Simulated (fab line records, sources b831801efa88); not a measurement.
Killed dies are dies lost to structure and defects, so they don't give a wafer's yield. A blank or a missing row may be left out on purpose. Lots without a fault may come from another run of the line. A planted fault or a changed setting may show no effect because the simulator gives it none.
A struck lot beside a sound one | flow sky130 | 20 steps out of a route of 708
Sound: wafers L225.3, L225.5, L225.6. Struck: wafers L215.1, L215.3, L215.6. The cause comes at the end.
At each step with rows: each side's tool, then ch and its chambers, then its first start. Under that, the readings that differ: sound wafers | struck wafers | difference of the means | sigmas: that difference in standard deviations of wafers without a fault.
alike: readings whose means differ by less than 2 such deviations, and words and numbers that are the same on both sides. not compared: withheld readings, readings that some wafer has no value for, bounds like >300 that may hide the same value, and numbers for which the record gives no deviation and whose values overlap.
The two part at a step that has a row with sigmas, a row that says differs or no value, or rows on one side only. Numbers that don't overlap but have no deviation are shown without sigmas and don't part them. A reading that every wafer of one side lacks parts them only if that side has two wafers or more.

SKY_FIELD_ISO_BOW_MEAS_00:
  sound on film_metro-04, day 4 23:02; struck on film_metro-01, day 2 21:00
  alike: INCOMING_BOW
then, 1 step without rows for these wafers: SKY_FIELD_ISO_OXIDATION_01 (stabilise 600 s, purge 300 s, target thk 12 nm).
SKY_FIELD_ISO_THK_MEAS_02:
  sound on film_metro-01, day 5 01:02; struck on film_metro-01, day 2 23:34
  alike: FIELD_ISO_OXIDATION_00_THK
then, 1 step without rows for these wafers: SKY_FIELD_ISO_CVD_03 (deposits Si3N4 from DCS/NH3, target thk 165 nm, time 2830 s).
SKY_FIELD_ISO_THK_MEAS_04:
  sound on film_metro-04, day 5 02:52; struck on film_metro-03, day 3 01:24
  alike: FIELD_ISO_CVD_03_THK
then, 5 steps without rows for these wafers: SKY_FIELD_ISO_DEHYDRATE_05 (time 60 s); SKY_FIELD_ISO_HMDS_06 (prime time 60 s); SKY_FIELD_ISO_COAT_07 (resist thk 60 nm); SKY_FIELD_ISO_COAT_08 (resist thk 450 nm); SKY_FIELD_ISO_SOFTBAKE_09 (time 90 s).
SKY_FIELD_ISO_EXPOSE_10: exposes mask FOM, target cd 150 nm.
  sound on krf_scanner-01 ch 0, day 5 12:36; struck on krf_scanner-02 ch 0, day 3 09:43
  reading | sound             | struck                     | difference | sigmas
  mask    | FOM#0 FOM#0 FOM#0 | FOM_R1#0 FOM_R1#0 FOM_R1#0 | differs    |
  alike: reticle_temp_C
then, 2 steps without rows for these wafers: SKY_FIELD_ISO_PEB_11; SKY_FIELD_ISO_DEVELOP_12 (develop time 60 s).
SKY_FIELD_ISO_CD_MEAS_13: target cd 150 nm.
  sound on cd_sem-01, day 5 21:23; struck on cd_sem-01, day 3 16:49
  reading    | sound             | struck            | difference | sigmas
  cd_nm (nm) | 152.8 152.3 153.6 | 132.1 131.6 131.9 | -21.0      | -14
SKY_FIELD_ISO_ETCH_14: etches BARC in N2/H2, stops on SiO2, time 45.9 s, target depth 60 nm.
  sound on rie_diel-04 ch 0,3, day 5 21:28; struck on rie_diel-04 ch 0,2, day 3 16:56
  reading                    | sound             | struck            | difference | sigmas
  model.FIELD_ISO.cd_nm (nm) | 153.1 151.5 154.1 | 131.2 131.4 131.1 | -21.7      |
  alike: drypump_motor_current_A, oes_product_au, throttle_valve_pct
  not compared: rf_hours_counter_h
SKY_FIELD_ISO_ETCH_15: etches the open film in CHF3/O2, stops on Si, target depth 180 nm, time 72 s.
  sound on rie_diel-04 ch 0,3, day 5 21:30; struck on rie_diel-04 ch 0,2, day 3 16:59
  alike: drypump_motor_current_A, oes_product_au, throttle_valve_pct
  not compared: rf_hours_counter_h
SKY_FIELD_ISO_STRIP_16: strips in O2/N2.
  sound on plasma_asher-03 ch 0,1, day 5 21:35; struck on plasma_asher-03 ch 0,1, day 3 17:02
  alike: drypump_motor_current_A, oes_product_au, strip_time_to_endpoint_s
  not compared: rf_hours_counter_h
SKY_FIELD_ISO_ETCH_17: etches Si in HBr/Cl2/O2, target depth 342 nm, time 97.7 s.
  sound on rie_si-02 ch 0,1, day 5 21:39; struck on rie_si-02 ch 1,3, day 3 17:08
  reading                    | sound             | struck            | difference | sigmas
  model.FIELD_ISO.cd_nm (nm) | 154.6 151.5 154.3 | 131.6 132.2 131.9 | -21.6      |
  alike: HBr_flow_sccm, drypump_motor_current_A, oes_product_au, throttle_valve_pct
  not compared: rf_hours_counter_h
then, 1 step without rows for these wafers: SKY_FIELD_ISO_WET_ETCH_18 (etches Si3N4 in H3PO4, target depth 25 nm, time 286 s).
-- the record jumps here: 44 days lie between the struck wafers' starts before and after (it left off in module FIELD_ISO and takes up again in module PAD_OPEN, whose first step shown is number 708 of the route) --
SKY_PAD_OPEN_PROBE_99:
  sound on prober-02, day 49 22:56; struck on prober-01, day 47 16:05
  reading                                 | sound             | struck            | difference | sigmas
  killed_at_front_end                     | 10 13 18          | 34 27 27          | +16        | +3
  killed_dies                             | 78 83 85          | 94 118 108        | +25        | +2
  model.etest.pfet_g5v0d10v5.r_on_ohm_um  | 4712 4729 4670    | 4996 4884 4982    | +250       |
  model.etest.res_pdiff.line_ohm_um       | 1315 1376 1343    | 1553 1530 1564    | +204       |
  model.etest.res_ndiff.line_ohm_um       | 725.7 729.6 721.6 | 849.8 846.4 867.4 | +128.9     |
  model.etest.sram_nfet_pass.drive_ua_um  | 494.5 487 502.8   | 429.5 418 426.6   | -70.1      |
  model.etest.sonos_uncharged.r_on_ohm_um | 811.1 808.9 816.1 | 856.8 850.6 846   | +39.1      |
  model.etest.sram_pfet_latch.drive_ua_um | 136.9 140 142.3   | 125.8 130.4 126   | -12.3      |
  model.etest.res_ndiff.width_nm (nm)     | 162.1 158.5 161.4 | 139.2 138.1 138.8 | -22.0      |
  model.etest.res_pdiff.width_nm (nm)     | 148.8 145.7 148.3 | 125.1 126.1 125.9 | -21.9      |
  alike: killed_at_M0_to_M3, killed_at_M4_up, killed_at_contacts, killed_at_other, killed_open, killed_short

WHERE THEY PART
First at SKY_FIELD_ISO_EXPOSE_10; last, within this record, at SKY_PAD_OPEN_PROBE_99.

WHY: what the simulator had put in
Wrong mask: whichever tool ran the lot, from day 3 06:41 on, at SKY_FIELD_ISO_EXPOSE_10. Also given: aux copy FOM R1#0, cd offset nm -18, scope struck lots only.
